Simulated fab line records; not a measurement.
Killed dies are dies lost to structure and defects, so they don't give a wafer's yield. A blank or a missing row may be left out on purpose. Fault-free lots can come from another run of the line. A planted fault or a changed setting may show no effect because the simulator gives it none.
2 desks looking at one fault :: flow sky130 :: each desk holds nothing but its own numbers, with what lay behind them at the end

DESK OF THE TOOL OWNER: wet_bench-03
The tool's own readings at SKY_FIELD_ISO_WET_ETCH_28 (etches SiO2 in dHF, target depth 23.7 nm, time 47 s): means of the sampled wafers that have a number, for each lot that ran on this tool. If a lot's mean is further than 4 standard deviations from the usual mean, the lot is out of limits and carries the mark OUT (the distance appears in the brackets).
Columns: A = bath_heat_duty_pct at SKY_FIELD_ISO_WET_ETCH_28, usual 6.6 %; B = temp_c at SKY_FIELD_ISO_WET_ETCH_28, usual 24.98 C
lot: L145
first seen here: day 2 21:01
A: 7.5
B: 24.92

lot: L146
first seen here: day 3 02:34
A: 7.2
B: 24.92

lot: L148
first seen here: day 3 13:20
A: 7.4
B: 25.04

lot: L149
first seen here: day 3 20:18
A: 7.6
B: 25.06

lot: L151
first seen here: day 4 01:30
A: 25.8 (+24) OUT
B: 35.62 (+97) OUT

lot: L153
first seen here: day 4 13:32
A: 25.2 (+23) OUT
B: 35.76 (+98) OUT
This desk's finding: out of limits on L151, L153; first on L151, day 4 01:30 (bath_heat_duty_pct at SKY_FIELD_ISO_WET_ETCH_28). L145, L146, L148, L149: within limits.

THE METROLOGY DESK
What the gauges read, lot by lot, whatever tool the lot ran on: means of the sampled wafers that have a number. If a lot's mean is further than 4 standard deviations from the usual mean, the lot is out of limits and carries the mark OUT (the distance appears in the brackets).
Columns: A = INCOMING_BOW at SKY_FIELD_ISO_BOW_MEAS_00, usual -1 um; B = cd_nm at SKY_VT_ADJUST_HVTR_CD_MEAS_07, usual 380.6 nm
lot: L143
first seen here: day 1 10:00
A: -2
B: 384.2

lot: L144
first seen here: day 1 15:02
A: 4
B: 381.2

lot: L145
first seen here: day 1 20:04
A: -7
B: 379.1

lot: L146
first seen here: day 2 01:00
A: 9
B: 380.9

lot: L147
first seen here: day 2 06:04
A: -5
B: 384.4

lot: L148
first seen here: day 2 11:01
A: -2
B: 379.5

lot: L149
first seen here: day 2 16:00
A: 3
B: 381.7

lot: L151
first seen here: day 3 02:00
A: -3
B: 381.7

lot: L152
first seen here: day 3 07:01
A: -5
B: 383.8

lot: L153
first seen here: day 3 12:00
A: -6
B: 378.9

lot: L160
first seen here: day 4 23:00
A: 1
B: 380.4

lot: L162
first seen here: day 5 09:00
A: -2
B: 381.9

lot: L164
first seen here: day 5 19:00
A: -1
B: 380.1
This desk's verdict: no lot among the 13 shows anything out of limits.

TAKEN TOGETHER
The tool owner's desk had the chance to raise an alarm at day 4 01:30 on L151, L153.
Metrology desk: nothing out of limits seen.
The metrology desk holds a record of L151, L153, inside its limits.
The lots listed all ran SKY_FIELD_ISO_WET_ETCH_28 on wet_bench-03.

WHAT THE SIMULATOR HAD INSERTED
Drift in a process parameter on wet_bench-03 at SKY_FIELD_ISO_WET_ETCH_28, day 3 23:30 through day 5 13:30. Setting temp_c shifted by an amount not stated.
Shown lots that were struck: L151, L153.
Time in hours from fault onset to the first out-of-limits reading at each desk: the tool owner's desk, 2.
